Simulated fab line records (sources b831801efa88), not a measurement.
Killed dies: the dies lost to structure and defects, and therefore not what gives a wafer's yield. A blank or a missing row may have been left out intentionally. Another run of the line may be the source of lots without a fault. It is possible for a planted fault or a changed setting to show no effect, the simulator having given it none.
A struck lot beside a sound one    flow sky130    15 out of 708 route steps
Sound: these wafers, L884.3, L884.4, L884.5. Wafers L881.3, L881.4, L881.5 were the ones struck. Last of all comes the cause.
Order at every step that has rows: each side's tool, ch and its chambers, its first start. Under that, the readings that differ: sound wafers    struck wafers    difference of the means    sigmas: that difference in standard deviations of wafers without a fault.
alike: a reading whose means differ by less than 2 such deviations, as well as words and numbers matching on both sides. not compared: withheld readings; readings where some wafer has no value; bounds like >300 that might hide an equal value; numbers whose values overlap and for which the record gives no deviation.
Wherever a step has rows on one side only, a row that says differs or no value, or a row with sigmas, the two part there. Non-overlapping numbers with no deviation appear without sigmas and do not part them. A reading missing from all wafers of one side parts the sides only when that side holds two or more wafers.

SKY_LDD_HVP_TW_MEAS_10:
  struck on filmMetro-04, day 25 23:31; sound on filmMetro-04, day 27 05:43
  alike: LDD_HVP_TW
then, 7 steps without rows for these wafers: SKY_LDD_LDN_DEHYDRATE_00 (time 60 s); SKY_LDD_LDN_HMDS_01 (prime time 60 s); SKY_LDD_LDN_COAT_02 (resist thk 1140 nm); SKY_LDD_LDN_SOFTBAKE_03 (time 60 s); SKY_LDD_LDN_EXPOSE_04 (exposes mask LDNTM, target cd 700 nm); SKY_LDD_LDN_PEB_05; SKY_LDD_LDN_DEVELOP_06 (develop time 60 s).
SKY_LDD_LDN_OVL_MEAS_07:
  struck on overlay-02, day 27 04:13; sound on overlay-01, day 28 10:25
  alike: LDD_LDN_OVL
then, 3 steps without rows for these wafers: SKY_LDD_LDN_IMPLANT_08; SKY_LDD_LDN_IMPLANT_09; SKY_LDD_LDN_IMPLANT_10.
SKY_LDD_LDN_IMPLANT_11:
  struck on implanter-03, day 27 04:44; sound on implanter-01 ch 0, day 28 10:56
  no value came back on the struck wafers for beamEnergyKeV, beamOnS (s); on the sound wafers beamEnergyKeV reads 14.993 15.000 14.992
SKY_LDD_LDN_STRIP_12: strips in O2/N2.
  sound on plasmaAsher-02 ch 0,1, day 28 11:04; struck on plasmaAsher-02 ch 0,1, day 27 04:52
reading                   sound              struck             difference  sigmas
stripTimeToEndpointS (s)  14.25 14.25 14.21  14.15 14.09 14.13  -0.11       -3
  alike: drypumpMotorCurrentA, oesProductAu
  not compared: rfHoursCounterH
SKY_LDD_LDN_TW_MEAS_13:
  struck on filmMetro-04, day 27 05:17; sound on filmMetro-03, day 28 11:10
reading     sound           struck          difference  sigmas
LDD_LDN_TW  1477 1477 1476  1380 1377 1384  -96         -5
  not compared: hold

== WHERE THEY PART ==
At SKY_LDD_LDN_IMPLANT_11 first; at SKY_LDD_LDN_TW_MEAS_13 last (within this record only).

WHY: whatever the simulator had introduced
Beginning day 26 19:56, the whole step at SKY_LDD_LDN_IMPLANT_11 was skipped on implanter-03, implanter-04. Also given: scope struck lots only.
